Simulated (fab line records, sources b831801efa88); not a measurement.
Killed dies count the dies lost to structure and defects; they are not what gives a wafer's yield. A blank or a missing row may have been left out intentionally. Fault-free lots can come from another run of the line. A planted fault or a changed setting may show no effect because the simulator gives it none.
Which tool is to blame? | flow gf180mcu | 33 wafers from 11 lots sampled at 5 of the route's 602 steps

WHAT EACH GAUGE READ, for each wafer
GF_NSD_CD_MEAS_07: the cd target is 400 nm.
lot  | measured     | on        | cd-nm (nm)
L951 | day 13 11:18 | cd-sem-01 | 399.8 398.4 400.1
L952 | day 13 16:19 | cd-sem-02 | 401.0 402.0 401.4
L953 | day 13 23:10 | cd-sem-02 | 402.5 401.2 401.9
L956 | day 15 01:10 | cd-sem-02 | 401.8 399.5 402.3
L958 | day 15 15:48 | cd-sem-01 | - - -
L964 | day 17 20:00 | cd-sem-01 | 402.1 404.4 402.5
L965 | day 18 01:16 | cd-sem-02 | 400.0 400.7 399.5
L968 | day 19 08:12 | cd-sem-02 | 399.4 400.4 398.7
L970 | day 20 00:15 | cd-sem-02 | 400.3 400.3 399.8
L971 | day 20 05:34 | cd-sem-01 | 401.4 400.7 399.4
L974 | day 21 09:48 | cd-sem-01 | 401.2 401.8 402.4

GF_NSD_TW_MEAS_12.
lot  | measured     | on            | NSD_TW
L951 | day 13 11:52 | film-metro-02 | 4269 4274 4263
L952 | day 13 16:53 | film-metro-03 | 4196 4195 4186
L953 | day 13 23:43 | film-metro-03 | 4197 4209 4196
L956 | day 15 01:43 | film-metro-04 | 4255 4237 4262
L958 | day 15 16:22 | film-metro-04 | 30 30 30
L964 | day 17 20:34 | film-metro-04 | 4250 4277 4268
L965 | day 18 01:50 | film-metro-04 | 4315 4281 4313
L968 | day 19 08:46 | film-metro-03 | 4195 4221 4214
L970 | day 20 00:48 | film-metro-04 | 4233 4228 4230
L971 | day 20 06:08 | film-metro-02 | 4261 4235 4258
L974 | day 21 10:21 | film-metro-03 | 4203 4221 4177

WHICH TOOL RAN EACH LOT (tool, then ch and the chambers of the sampled wafers, then the start)
lot  | GF_HV_LDD_STRIP_22                   | GF_HV_LDD_STRIP_37                   | GF_NSD_EXPOSE_04
L951 | plasma-asher-01 ch 0,1, day 10 22:38 | plasma-asher-02 ch 0,1, day 11 17:31 | iline-stepper-01 ch 0, day 13 01:48
L952 | plasma-asher-02 ch 0,1, day 11 03:21 | plasma-asher-03 ch 0,1, day 11 22:00 | iline-stepper-01 ch 0, day 13 06:10
L953 | plasma-asher-03 ch 0,1, day 11 09:12 | plasma-asher-03 ch 0,1, day 12 04:42 | iline-stepper-02 ch 0, day 13 13:17
L956 | plasma-asher-01 ch 0,1, day 12 09:29 | plasma-asher-02 ch 0,1, day 13 05:00 | iline-stepper-02 ch 0, day 14 14:49
L958 | plasma-asher-01 ch 0,1, day 12 21:43 | plasma-asher-02 ch 0,1, day 13 18:34 | iline-stepper-02 ch 0, day 15 04:58
L964 | plasma-asher-01 ch 0,1, day 14 19:48 | plasma-asher-02 ch 0,1, day 15 17:51 | iline-stepper-02 ch 0, day 17 08:40
L965 | plasma-asher-03 ch 0,1, day 15 02:26 | plasma-asher-03 ch 0,1, day 16 00:54 | iline-stepper-02 ch 0, day 17 13:55
L968 | plasma-asher-01 ch 0,1, day 16 06:34 | plasma-asher-03 ch 0,1, day 17 05:39 | iline-stepper-01 ch 0, day 18 20:45
L970 | plasma-asher-03 ch 0,1, day 16 21:00 | plasma-asher-01 ch 0,1, day 17 20:32 | iline-stepper-01 ch 0, day 19 12:12
L971 | plasma-asher-03 ch 0,1, day 17 01:50 | plasma-asher-01 ch 0,1, day 18 01:44 | iline-stepper-02 ch 0, day 19 17:35
L974 | plasma-asher-02 ch 0,1, day 18 05:47 | plasma-asher-01 ch 0,1, day 19 05:59 | iline-stepper-02 ch 0, day 20 22:03
- GF_HV_LDD_STRIP_22: strips in O2/N2.
- GF_HV_LDD_STRIP_37: strips in O2/N2.
- GF_NSD_EXPOSE_04: exposes mask Nplus, target cd 400 nm.

WHAT THE TOOLS THEMSELVES READ (means of the sampled wafers that have a number; where no wafer has one, the mark that the record gives instead)
GF_HV_LDD_STRIP_22.
lot  | tool            | drypump-motor-current-A (A) | heater-power-w (W) | o2-flow-sccm (sccm) | oes-product-au (a.u.) | strip-time-to-endpoint-s (s)
L951 | plasma-asher-01 | 6.3                         | 342                | 3002                | 0.714                 | 12.59
L952 | plasma-asher-02 | 5.8                         | 333                | 3003                | 0.717                 | 12.65
L953 | plasma-asher-03 | 4.8                         | 347                | 2994                | 0.720                 | 12.62
L956 | plasma-asher-01 | 6.5                         | 308                | 2998                | 0.714                 | 12.68
L958 | plasma-asher-01 | 6.3                         | 340                | 3004                | 0.713                 | 12.63
L964 | plasma-asher-01 | 6.5                         | 308                | 2997                | 0.715                 | 12.62
L965 | plasma-asher-03 | 4.9                         | 330                | 2999                | 0.717                 | 12.64
L968 | plasma-asher-01 | 6.3                         | 348                | 2997                | 0.716                 | 12.66
L970 | plasma-asher-03 | 5.0                         | 311                | 3007                | 0.716                 | 12.59
L971 | plasma-asher-03 | 5.0                         | 308                | 2998                | 0.709                 | 12.65
L974 | plasma-asher-02 | 6.3                         | 338                | 2993                | 0.716                 | 12.64

GF_HV_LDD_STRIP_37.
lot  | tool            | drypump-motor-current-A (A) | heater-power-w (W) | o2-flow-sccm (sccm) | oes-product-au (a.u.) | strip-time-to-endpoint-s (s)
L951 | plasma-asher-02 | 5.9                         | 340                | 3002                | 0.718                 | 12.66
L952 | plasma-asher-03 | 4.8                         | 337                | 2996                | 0.715                 | 12.60
L953 | plasma-asher-03 | 4.8                         | 336                | 3007                | 0.720                 | 12.66
L956 | plasma-asher-02 | 5.9                         | 338                | 2996                | 0.721                 | 12.60
L958 | plasma-asher-02 | 5.9                         | 330                | 2992                | 0.717                 | 12.60
L964 | plasma-asher-02 | 6.3                         | 332                | 2998                | 0.712                 | 12.66
L965 | plasma-asher-03 | 4.8                         | 336                | 3006                | 0.717                 | 12.69
L968 | plasma-asher-03 | 5.0                         | 309                | 3008                | 0.716                 | 12.60
L970 | plasma-asher-01 | 6.4                         | 344                | 2999                | 0.716                 | 12.66
L971 | plasma-asher-01 | 6.3                         | 346                | 3006                | 0.712                 | 12.61
L974 | plasma-asher-01 | 6.3                         | 344                | 3000                | 0.717                 | 12.66

GF_NSD_EXPOSE_04.
lot  | tool             | stage-vel-mm-s (mm/s)
L951 | iline-stepper-01 | 500.04
L952 | iline-stepper-01 | 500.02
L953 | iline-stepper-02 | 500.07
L956 | iline-stepper-02 | 500.30
L958 | iline-stepper-02 | 500.02
L964 | iline-stepper-02 | 500.08
L965 | iline-stepper-02 | 499.60
L968 | iline-stepper-01 | 499.86
L970 | iline-stepper-01 | 500.19
L971 | iline-stepper-02 | 500.10
L974 | iline-stepper-02 | 499.87

THE ANSWER, worked out from the rows above alone
Rule: the usual values come from the lots themselves. Put in order of their means at a reading, lots are off if they are a third of the lots or fewer, leave a main group of 4 or more, and stand apart from it by a gap of 3 or more times the standard deviation of the main group's means; of several such gaps the widest counts. If all means in a main group match to the digits the tables above print for the reading, that group is not used. Also off: a lot with no number at a reading for which 4 or more lots have one. All remaining lots with rows at the step are treated as sound. First the gauges in route order, then the tools' own readings, where a lot's mean is used as printed above. The first step at which some lot is off is used, and at that step the reading that is off furthest; a lot without a number counts as furthest.
Off, at GF_NSD_CD_MEAS_07 on cd-nm: L958. Without a number there: L958. Mean 400.9 nm and standard deviation 1.1 in the main group.
A tool fits if, at a process step before that reading, it ran every lot that is off, and no sound lot after the first of them. The gauges at GF_NSD_CD_MEAS_07 aren't tried: what is off there is off at GF_NSD_TW_MEAS_12 too, on other tools, and a gauge's error can't cause that. None of those tried fits.

WHAT THE SIMULATOR HAD INSERTED
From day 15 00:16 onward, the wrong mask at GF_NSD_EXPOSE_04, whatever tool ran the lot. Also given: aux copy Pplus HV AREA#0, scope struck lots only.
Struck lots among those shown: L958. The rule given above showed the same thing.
